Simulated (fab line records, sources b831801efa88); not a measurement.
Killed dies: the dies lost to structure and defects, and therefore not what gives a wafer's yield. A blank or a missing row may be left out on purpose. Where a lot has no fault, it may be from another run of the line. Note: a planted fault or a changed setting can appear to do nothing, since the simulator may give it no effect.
Matching of chambers :: flow gf180mcu :: pecvd-02 running GF_SAB_CVD_00: 3 sister chambers
The step deposits SiO2 from TEOS, target thk 50 nm, time 4.9302 s. 16 wafers are shown with their chamber, then 8 later ones without.

WAFERS WITH THEIR CHAMBER
wafer: L833.1
chamber: 2
rf fwd power W (W): 593
heater power w (W): 836

wafer: L833.2
chamber: 1
rf fwd power W (W): 587
heater power w (W): 632

wafer: L833.4
chamber: 2
rf fwd power W (W): 592
heater power w (W): 842

wafer: L835.1
chamber: 2
rf fwd power W (W): 590
heater power w (W): 706

wafer: L835.3
chamber: 1
rf fwd power W (W): 586
heater power w (W): 622

wafer: L835.5
chamber: 2
rf fwd power W (W): 593
heater power w (W): 721

wafer: L837.1
chamber: 0
rf fwd power W (W): 585
heater power w (W): 635

wafer: L837.2
chamber: 2
rf fwd power W (W): 594
heater power w (W): 708

wafer: L837.3
chamber: 1
rf fwd power W (W): 585
heater power w (W): 629

wafer: L838.1
chamber: 1
rf fwd power W (W): 587
heater power w (W): 608

wafer: L838.4
chamber: 0
rf fwd power W (W): 581
heater power w (W): 674

wafer: L838.6
chamber: 1
rf fwd power W (W): 588
heater power w (W): 606

wafer: L845.3
chamber: 2
rf fwd power W (W): 597
heater power w (W): 818

wafer: L845.4
chamber: 0
rf fwd power W (W): 584
heater power w (W): 561

wafer: L845.6
chamber: 1
rf fwd power W (W): 586
heater power w (W): 657

wafer: L851.1
chamber: 2
rf fwd power W (W): 594
heater power w (W): 855

SIGNATURES, as means of the wafers listed above
reading: rf fwd power W
chamber 0: 583.33
chamber 1: 586.50
chamber 2: 593.29
scatter within a chamber: 1.79

reading: heater power w
chamber 0: 623.33
chamber 1: 625.67
chamber 2: 783.71
scatter within a chamber: 52.9
Rule: for a wafer and a chamber, the distance is found by dividing, reading by reading, the gap between the wafer's reading and the chamber's mean by the reading's scatter, squaring, summing and taking the root. If the next closest chamber is less than 2 further off than the closest, the wafer can't be placed; otherwise it belongs to the closest. How the scatter is found: for the shown wafers, subtract from each reading the mean of its chamber, square and add these, divide the total by (wafers less chambers), then take the root.

WAFERS WHOSE CHAMBER IS MISSING
wafer: L851.2
rf fwd power W (W): 581
heater power w (W): 583

wafer: L851.5
rf fwd power W (W): 594
heater power w (W): 855

wafer: L854.3
rf fwd power W (W): 585
heater power w (W): 664

wafer: L854.5
rf fwd power W (W): 596
heater power w (W): 751

wafer: L854.6
rf fwd power W (W): 584
heater power w (W): 527

wafer: L855.2
rf fwd power W (W): 587
heater power w (W): 692

wafer: L855.5
rf fwd power W (W): 593
heater power w (W): 838

wafer: L855.6
rf fwd power W (W): 585
heater power w (W): 618

WHICH CHAMBER EACH ONE RAN IN
wafer: L851.2
from the rows above: can't be placed: 0 or 1
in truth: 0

wafer: L851.5
from the rows above: 2
in truth: 2

wafer: L854.3
from the rows above: can't be placed: 1 or 0
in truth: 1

wafer: L854.5
from the rows above: 2
in truth: 2

wafer: L854.6
from the rows above: can't be placed: 0 or 1
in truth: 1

wafer: L855.2
from the rows above: can't be placed: 1 or 0
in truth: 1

wafer: L855.5
from the rows above: 2
in truth: 2

wafer: L855.6
from the rows above: can't be placed: 1 or 0
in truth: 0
Placed correctly: 3 of 8. Unplaceable from these rows: 5, with the true chamber sitting among the candidates in 5. Placed wrongly: 0.
